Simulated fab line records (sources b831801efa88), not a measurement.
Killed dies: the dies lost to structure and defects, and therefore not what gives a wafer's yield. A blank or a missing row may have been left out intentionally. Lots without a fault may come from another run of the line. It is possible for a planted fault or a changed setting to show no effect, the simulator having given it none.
fab line records	flow gf180mcu
[record] lots = 11	wafers = 33	last_day = 34
route steps=602 shown STI@16 DNWELL@40 VT_IMPLANT@94 POLY_GATE@158
lots that met no fault: taken from a fault-free run of the same line
start_h: start of the lot's first displayed wafer, in hours after the record's first day	wait_h: time in hours since the lot's previous step	" unchanged from the row above	L1.1+2: a single row standing in for several wafers	- no value, or no start was given	* or withheld: withheld	< > ~ a bound
route shown NAME@n: a module of which the file shows steps, and the number in the route of the first	usual: mean/standard deviation of fault-free wafers	same: alike in all rows	chamber/n: place in a boat	sites: each site's reading	_std_site: the values' standard deviation	_edge_site: outer sites' mean less inner sites'	radius_mm: how far each site lies from the wafer's centre	mask NAME#n: copy n	behind: the tool/chamber that last shaped the wafer	hold: why the lot was held/for how many hours/how that ended	device: transistor that didn't switch, given as n, p or np	end of line: the route-end tests of the same wafers	step lacking rows: just its recipe	killed: count of dies lost to structure and defects at first sort (not the wafer's yield)	map: the dies of a wafer, with x for killed, . for not killed, _ for no die there
set.NAME: setting as actually run; set.NAME@STEP: the setting as run at that earlier step	model.NAME: the simulator's own value behind a step, which no gauge read
steps of the route over a sample of lots; a table a step, a row a wafer
services: the hour from which a tool's chamber was out of use, counted from the record's first day as start_h (under 0 if before that day), plus the number of hours and why
[[steps]]
[step GF_STI_STRIP_15]
[recipe] chemistry = O2/N2	power_w = 1400	pressure_mtorr = 1500	platen_temp_c = 250	o2_flow_sccm = 3000	n2_flow_sccm = 300	overash_fraction = 0.5
[usual] chamber_pressure_mTorr = 1500.0/1.4	drypump_motor_current_A = 5.7/0.62	heater_power_w = 326/30	oes_product_au = 0.385/0.0056	platen_temp_c = 250.01/0.15	strip_time_to_endpoint_s = 3.73/0.057
lot.wafer	tool	chamber	start_h	wait_h	chamber_pressure_mTorr	drypump_motor_current_A	heater_power_w	oes_product_au	platen_temp_c	rf_hours_counter_h	strip_time_to_endpoint_s
L535.2	plasma_asher-01	1	25.99	0.0	1499.9	6.2	330	0.385	249.70	21	3.72
L535.3	"	0	"	"	1500.1	4.9	314	0.385	249.97	-	3.72
L535.4	"	1	"	"	1501.6	6.2	328	0.383	249.83	-	3.73
L536.2	plasma_asher-04	0	30.56	0.0	1499.2	6.6	375	0.378	250.04	39	3.80
L536.3	"	1	"	"	1502.1	5.6	290	0.379	249.90	-	3.71
L536.5	"	0	"	"	1501.4	6.6	380	0.375	250.06	-	3.65
L537.2	plasma_asher-04	0	44.12	0.0	1500.1	6.6	381	0.376	250.08	40	3.71
L537.5	"	0	"	"	1499.0	6.6	394	0.385	250.33	-	3.74
L537.6	"	1	"	"	1503.0	5.5	291	0.386	250.02	-	3.73
L540.1	plasma_asher-01	1	47.71	0.0	1499.9	6.2	322	0.380	250.17	24	3.67
L540.4	"	0	"	"	1502.2	4.9	313	0.378	249.81	-	3.68
L540.6	"	1	"	"	1499.9	6.2	323	0.378	250.17	-	3.69
L545.1	plasma_asher-03	0	77.30	0.0	1501.6	5.5	302	0.383	250.07	39	3.68
L545.5	"	0	"	"	1500.9	5.5	297	0.386	249.94	-	3.69
L545.6	"	1	"	"	1498.9	5.5	340	0.379	249.90	-	3.71
L546.1	plasma_asher-03	1	82.49	0.0	1500.4	5.5	347	0.390	250.08	39	3.84
L546.3	"	0	"	"	1500.4	5.5	309	0.386	249.97	-	3.79
L546.4	"	1	"	"	1502.5	5.5	342	0.389	250.08	-	3.80
L547.2	plasma_asher-01	0	87.40	0.0	1498.0	4.9	316	0.378	250.17	29	3.70
L547.4	"	0	"	"	1499.0	4.9	310	0.385	250.06	-	3.67
L547.5	"	0	"	"	1499.7	4.9	322	0.392	250.28	-	3.69
L550.2	plasma_asher-01	1	103.63	0.0	1501.6	6.2	327	0.386	250.02	30	3.81
L550.3	"	1	"	"	1500.9	6.2	327	0.386	250.21	-	3.79
L550.5	"	0	"	"	1499.6	4.9	307	0.388	249.87	-	3.82
L552.2	plasma_asher-01	0	112.27	0.0	1499.8	4.9	310	0.378	249.98	31	3.70
L552.3	"	0	"	"	1499.1	4.9	305	0.386	249.89	-	3.74
L552.4	"	1	"	"	1501.6	6.2	336	0.389	249.99	-	3.72
L553.1	plasma_asher-04	1	117.44	0.0	1501.2	5.5	287	0.376	250.11	49	3.69
L553.2	"	0	"	"	1498.8	6.6	387	0.389	249.83	49	3.73
L553.4	"	1	"	"	1502.2	5.5	293	0.378	250.31	-	3.72
L556.1	plasma_asher-03	0	133.96	0.0	1500.5	5.5	305	0.378	249.99	44	3.69
L556.3	"	1	"	"	1500.6	5.5	343	0.380	250.00	-	3.69
L556.6	"	1	"	"	1500.0	5.5	344	0.381	249.78	-	3.70
[step GF_DNWELL_STRIP_08]
[recipe] chemistry = O2/N2	power_w = 1400	pressure_mtorr = 1500	platen_temp_c = 250	o2_flow_sccm = 3000	n2_flow_sccm = 300	overash_fraction = 0.5
[usual] chamber_pressure_mTorr = 1500.0/1.4	drypump_motor_current_A = 5.7/0.43	heater_power_w = 334/42	oes_product_au = 0.723/0.0046	platen_temp_c = 250.02/0.18	strip_time_to_endpoint_s = 36.96/0.12
lot.wafer	tool	chamber	start_h	wait_h	chamber_pressure_mTorr	drypump_motor_current_A	heater_power_w	oes_product_au	platen_temp_c	rf_hours_counter_h	strip_time_to_endpoint_s
L535.2	plasma_asher-04	1	41.74	0.1	1501.2	5.5	293	0.734	250.32	40	36.89
L535.3	"	1	"	"	1499.6	5.5	296	0.723	249.97	-	37.00
L535.4	"	0	"	"	1501.0	6.6	391	0.725	250.06	-	36.98
L536.2	plasma_asher-02	0	44.66	0.1	1499.3	5.2	409	0.730	250.04	39	37.01
L536.3	"	1	"	"	1497.6	5.6	281	0.729	249.62	-	37.07
L536.5	"	1	"	"	1500.0	5.6	279	0.718	249.87	-	37.04
L537.2	plasma_asher-03	1	62.56	0.1	1500.7	5.5	340	0.726	249.91	37	36.87
L537.5	"	1	"	"	1499.8	5.5	343	0.725	250.20	-	36.76
L537.6	"	0	"	"	1496.2	5.5	298	0.720	250.08	-	36.86
L540.1	plasma_asher-02	0	66.61	0.1	1498.0	5.3	397	0.732	250.07	41	37.06
L540.4	"	1	"	"	1499.0	5.7	277	0.726	250.06	-	37.10
L540.6	"	1	"	"	1500.9	5.7	283	0.717	250.21	-	36.97
L545.1	plasma_asher-03	0	98.06	0.1	1503.0	5.5	301	0.720	249.84	41	36.80
L545.5	"	0	"	"	1500.2	5.5	308	0.730	249.96	-	36.97
L545.6	"	1	"	"	1501.2	5.5	337	0.720	249.99	-	36.90
L546.1	plasma_asher-03	0	103.69	0.1	1497.6	5.5	294	0.715	250.19	41	36.99
L546.3	"	1	"	"	1501.4	5.5	344	0.725	249.96	-	37.00
L546.4	"	0	"	"	1501.7	5.5	306	0.716	249.88	-	36.99
L547.2	plasma_asher-02	0	106.88	0.1	1500.3	5.3	403	0.716	250.12	45	36.99
L547.4	"	1	"	"	1498.1	5.6	281	0.719	249.97	-	36.95
L547.5	"	0	"	"	1498.9	5.3	399	0.719	249.94	-	36.97
L550.2	plasma_asher-04	0	124.38	0.1	1500.7	6.6	384	0.727	249.94	51	37.14
L550.3	"	0	"	"	1500.5	6.6	389	0.717	249.86	-	37.10
L550.5	"	1	"	"	1500.4	5.5	288	0.722	250.31	-	36.95
L552.2	plasma_asher-03	0	132.81	0.1	1500.6	5.5	302	0.719	249.81	44	37.13
L552.3	"	1	"	"	1500.3	5.5	346	0.723	249.87	-	37.14
L552.4	"	0	"	"	1502.0	5.5	306	0.715	250.01	-	37.17
L553.1	plasma_asher-02	1	137.66	0.1	1501.2	5.6	301	0.723	249.71	2	36.81
L553.2	"	0	"	"	1501.0	5.3	404	0.723	250.04	2	36.81
L553.4	"	1	"	"	1498.0	5.7	303	0.719	250.07	-	36.88
L556.1	plasma_asher-02	0	156.29	0.1	1502.5	5.3	395	0.727	250.00	4	37.09
L556.3	"	1	"	"	1499.5	5.6	304	0.716	250.11	-	37.08
L556.6	"	1	"	"	1498.9	5.6	298	0.717	250.25	-	37.05
[step GF_VT_IMPLANT_EXPOSE_04]
[recipe] mask_id = LVPWELL_LV_AREA	target_cd_nm = 600	na = 0.6	source_shape = conventional	sigma_outer = 0.6	dose_mj = 140
[usual] exposure_dose_mJ_cm2 = 140.02/0.16
lot.wafer	tool	chamber	start_h	wait_h	mask	exposure_dose_mJ_cm2
L535.2	iline_stepper-01	0	96.68	-	LVPWELL_LV_AREA#0	140.05
L535.3	"	0	"	"	LVPWELL_LV_AREA#0	140.01
L535.4	"	0	"	"	LVPWELL_LV_AREA#0	139.91
L536.2	iline_stepper-01	0	102.21	-	LVPWELL_LV_AREA#0	139.94
L536.3	"	0	"	"	LVPWELL_LV_AREA#0	140.08
L536.5	"	0	"	"	LVPWELL_LV_AREA#0	140.03
L537.2	iline_stepper-01	0	125.23	-	LVPWELL_LV_AREA#0	140.17
L537.5	"	0	"	"	LVPWELL_LV_AREA#0	140.19
L537.6	"	0	"	"	LVPWELL_LV_AREA#0	140.10
L540.1	iline_stepper-02	0	131.04	-	LVPWELL_LV_AREA#0	139.92
L540.4	"	0	"	"	LVPWELL_LV_AREA#0	140.23
L540.6	"	0	"	"	LVPWELL_LV_AREA#0	140.20
L545.1	iline_stepper-01	0	168.16	-	LVPWELL_LV_AREA#0	140.26
L545.5	"	0	"	"	LVPWELL_LV_AREA#0	140.03
L545.6	"	0	"	"	LVPWELL_LV_AREA#0	140.08
L546.1	iline_stepper-01	0	174.86	-	LVPWELL_LV_AREA#0	140.08
L546.3	"	0	"	"	LVPWELL_LV_AREA#0	140.16
L546.4	"	0	"	"	LVPWELL_LV_AREA#0	139.93
L547.2	iline_stepper-01	0	180.23	-	LVPWELL_LV_AREA#0	140.07
L547.4	"	0	"	"	LVPWELL_LV_AREA#0	139.92
L547.5	"	0	"	"	LVPWELL_LV_AREA#0	139.88
L550.2	iline_stepper-02	0	200.51	-	LVPWELL_LV_AREA#0	140.05
L550.3	"	0	"	"	LVPWELL_LV_AREA#0	140.14
L550.5	"	0	"	"	LVPWELL_LV_AREA#0	139.98
L552.2	iline_stepper-02	0	209.03	-	LVPWELL_LV_AREA#0	140.17
L552.3	"	0	"	"	LVPWELL_LV_AREA#0	140.16
L552.4	"	0	"	"	LVPWELL_LV_AREA#0	140.32
L553.1	iline_stepper-02	0	215.44	-	LVPWELL_LV_AREA#0	139.88
L553.2	"	0	"	"	LVPWELL_LV_AREA#0	140.16
L553.4	"	0	"	"	LVPWELL_LV_AREA#0	139.94
L556.1	iline_stepper-02	0	236.29	-	LVPWELL_LV_AREA#0	139.94
L556.3	"	0	"	"	LVPWELL_LV_AREA#0	140.13
L556.6	"	0	"	"	LVPWELL_LV_AREA#0	140.17
[step GF_VT_IMPLANT_OVL_MEAS_07]
[usual] VT_IMPLANT_OVL = 0.2/1.5
lot.wafer	tool	chamber	start_h	wait_h	VT_IMPLANT_OVL[nm]
L535.2	overlay-02	-	103.61	0.1	-1.2
L535.3	"	-	"	"	-1.7
L535.4	"	-	"	"	-0.1
L536.2	overlay-02	-	107.55	0.1	-0.6
L536.3	"	-	"	"	0.9
L536.5	"	-	"	"	0.6
L537.2	overlay-02	-	133.77	0.1	-0.9
L537.5	"	-	"	"	0.9
L537.6	"	-	"	"	0.0
L540.1	overlay-02	-	138.46	0.1	0.9
L540.4	"	-	"	"	-1.0
L540.6	"	-	"	"	2.1
L545.1	overlay-02	-	175.89	0.1	-117.4
L545.5	"	-	"	"	-117.1
L545.6	"	-	"	"	-117.2
L546.1	overlay-02	-	183.59	0.1	-116.6
L546.3	"	-	"	"	-114.9
L546.4	"	-	"	"	-116.1
L547.2	overlay-01	-	189.22	0.1	-117.8
L547.4	"	-	"	"	-118.1
L547.5	"	-	"	"	-118.2
L550.2	overlay-01	-	209.55	0.1	0.9
L550.3	"	-	"	"	1.5
L550.5	"	-	"	"	2.9
L552.2	overlay-02	-	216.97	0.1	1.1
L552.3	"	-	"	"	1.3
L552.4	"	-	"	"	1.0
L553.1	overlay-02	-	224.76	0.1	2.6
L553.2	"	-	"	"	1.5
L553.4	"	-	"	"	0.8
L556.1	overlay-01	-	246.01	0.1	-1.1
L556.3	"	-	"	"	1.1
L556.6	"	-	"	"	0.0
[step GF_POLY_GATE_THK_MEAS_01]
[recipe] reads = poly-Si_of_POLY_GATE_CVD_00
[usual] POLY_GATE_CVD_00_THK = 199.8/2
lot.wafer	tool	chamber	start_h	wait_h	POLY_GATE_CVD_00_THK[nm]
L535.2	film_metro-03	-	173.80	0.0	200.4
L535.3	"	-	"	"	200.3
L535.4	"	-	"	"	202.3
L536.2	film_metro-02	-	179.29	0.0	199.6
L536.3	"	-	"	"	199.6
L536.5	"	-	"	"	200.6
L537.2	film_metro-03	-	206.55	0.0	199.0
L537.5	"	-	"	"	196.1
L537.6	"	-	"	"	196.6
L540.1	film_metro-03	-	212.50	0.0	198.4
L540.4	"	-	"	"	199.4
L540.6	"	-	"	"	199.3
L545.1	film_metro-02	-	257.09	0.0	199.5
L545.5	"	-	"	"	199.0
L545.6	"	-	"	"	200.4
L546.1	film_metro-03	-	261.53	0.0	201.6
L546.3	"	-	"	"	201.3
L546.4	"	-	"	"	202.1
L547.2	film_metro-02	-	266.10	0.0	202.5
L547.4	"	-	"	"	203.7
L547.5	"	-	"	"	203.8
L550.2	film_metro-03	-	290.39	0.0	203.1
L550.3	"	-	"	"	204.1
L550.5	"	-	"	"	203.2
L552.2	film_metro-03	-	301.02	0.0	198.2
L552.3	"	-	"	"	197.4
L552.4	"	-	"	"	197.3
L553.1	film_metro-01	-	307.67	0.0	200.7
L553.2	"	-	"	"	199.4
L553.4	"	-	"	"	200.5
L556.1	film_metro-01	-	331.11	0.0	198.5
L556.3	"	-	"	"	197.6
L556.6	"	-	"	"	198.4
[[services]]
tool	chamber	start_h	hours	kind
plasma_asher-03	-	12.72	3.6	repair
iline_stepper-02	0	17.07	-	calibration
plasma_asher-03	-	28.86	28.1	pm
iline_stepper-02	-	35.76	5.9	repair
plasma_asher-04	-	40.44	0.7	repair
iline_stepper-02	-	61.80	2.3	repair
plasma_asher-02	-	67.51	12.8	pm
iline_stepper-02	-	67.86	4.4	pm
iline_stepper-01	0	72.00	-	calibration
iline_stepper-02	-	98.95	1.7	pm
plasma_asher-02	-	108.75	9.0	pm
plasma_asher-02	0	108.75	9.0	vent_cycle
plasma_asher-02	1	108.75	9.0	vent_cycle
plasma_asher-02	0	117.75	-	clean
plasma_asher-02	1	117.75	-	clean
iline_stepper-01	-	120.34	1.7	pm
plasma_asher-02	-	147.64	2.1	repair
plasma_asher-04	-	147.90	2.5	repair
plasma_asher-04	-	154.16	22.3	pm
iline_stepper-01	-	155.67	3.0	repair
iline_stepper-02	0	223.53	-	calibration
plasma_asher-03	-	226.52	1.5	repair
[[key]]
[first_sign] step = GF_VT_IMPLANT_OVL_MEAS_07	reading = VT_IMPLANT_OVL	direction = down	sigmas = 80	usual = 0.2	struck = -117.0
effect none on later readings
met_at GF_VT_IMPLANT_EXPOSE_04
struck_lots L545,L546,L547
tester_left_out L545,L546,L547
not_acting_at GF_STI_STRIP_15,GF_DNWELL_STRIP_08,GF_POLY_GATE_THK_MEAS_01
onset_between 125.23 168.16
[fault] kind = scanner_matching_overlay	tool = iline_stepper-01	chamber = -	onset_h = 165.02	steps = GF_VT_IMPLANT_EXPOSE_04	offset = -115.66
// tester_left_out: of these lots the tester's yield and bins aren't shown, on N5 and GAA mostly nor the transistor test; their killed dies are dies lost to structure and defects alone, not to doping, threshold or leakage, so they don't give the yield
